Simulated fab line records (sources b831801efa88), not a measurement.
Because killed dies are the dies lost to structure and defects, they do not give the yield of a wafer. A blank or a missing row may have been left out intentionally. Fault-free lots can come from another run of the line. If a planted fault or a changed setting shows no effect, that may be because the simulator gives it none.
Chamber matching + flow sky130 + SKY_POLY_GATE_ETCH_15 on rie_diel-04: 4 sister chambers
The step etches BARC in N2/H2, stops on SiO2, time 118.5 s, target depth 110 nm. 8 wafers are shown with their chamber, then 8 later ones without.

== EACH WAFER AND ITS CHAMBER ==
| wafer  | chamber | chamber_pressure_mTorr (mTorr) | oes_product_au (a.u.) |
|--------|---------|--------------------------------|-----------------------|
| L521.6 | 0       | 30.011                         | 0.728                 |
| L522.3 | 0       | 29.972                         | 0.721                 |
| L523.2 | 3       | 30.018                         | 0.720                 |
| L523.3 | 1       | 30.017                         | 0.715                 |
| L524.1 | 1       | 29.962                         | 0.718                 |
| L524.2 | 2       | 29.996                         | 0.722                 |
| L524.3 | 3       | 30.005                         | 0.725                 |
| L525.1 | 2       | 30.028                         | 0.719                 |

== WAFERS WITHOUT THEIR CHAMBER ==
| wafer  | chamber_pressure_mTorr (mTorr) | oes_product_au (a.u.) |
|--------|--------------------------------|-----------------------|
| L525.4 | 29.994                         | 0.716                 |
| L525.6 | 30.014                         | 0.727                 |
| L534.1 | 30.018                         | 0.719                 |
| L534.5 | 30.023                         | 0.722                 |
| L534.6 | 30.065                         | 0.721                 |
| L535.2 | 29.997                         | 0.717                 |
| L535.3 | 30.002                         | 0.722                 |
| L535.5 | 30.019                         | 0.717                 |

== CHAMBER TAKEN BY EACH ==
| wafer  | from the rows above               | in truth |
|--------|-----------------------------------|----------|
| L525.4 | can't be placed: 1 or 2 or 3      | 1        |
| L525.6 | can't be placed: 0 or 3 or 2      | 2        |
| L534.1 | can't be placed: 2 or 3 or 1 or 0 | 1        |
| L534.5 | can't be placed: 3 or 2 or 0 or 1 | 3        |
| L534.6 | can't be placed: 2 or 3 or 0 or 1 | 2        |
| L535.2 | can't be placed: 1 or 2 or 3 or 0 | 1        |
| L535.3 | can't be placed: 3 or 2 or 0 or 1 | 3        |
| L535.5 | can't be placed: 2 or 1 or 3 or 0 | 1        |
Correctly placed: 0 of 8. Not placeable from these rows: 8 (in 8, the candidates include the true chamber). 0 placed wrongly.
How it was worked out, from the rows above alone: a wafer's distance from a chamber is the root of the sum, over the readings, of the square of ((its reading less the chamber's mean) divided by the reading's scatter). The wafer belongs to the nearest chamber; if the next one is less than 2 further off, it can't be placed. A chamber's mean is the mean of its shown wafers. The scatter: take each reading less its chamber's mean, square it, sum over the shown wafers, divide by the number of wafers less the number of chambers, and take the root.
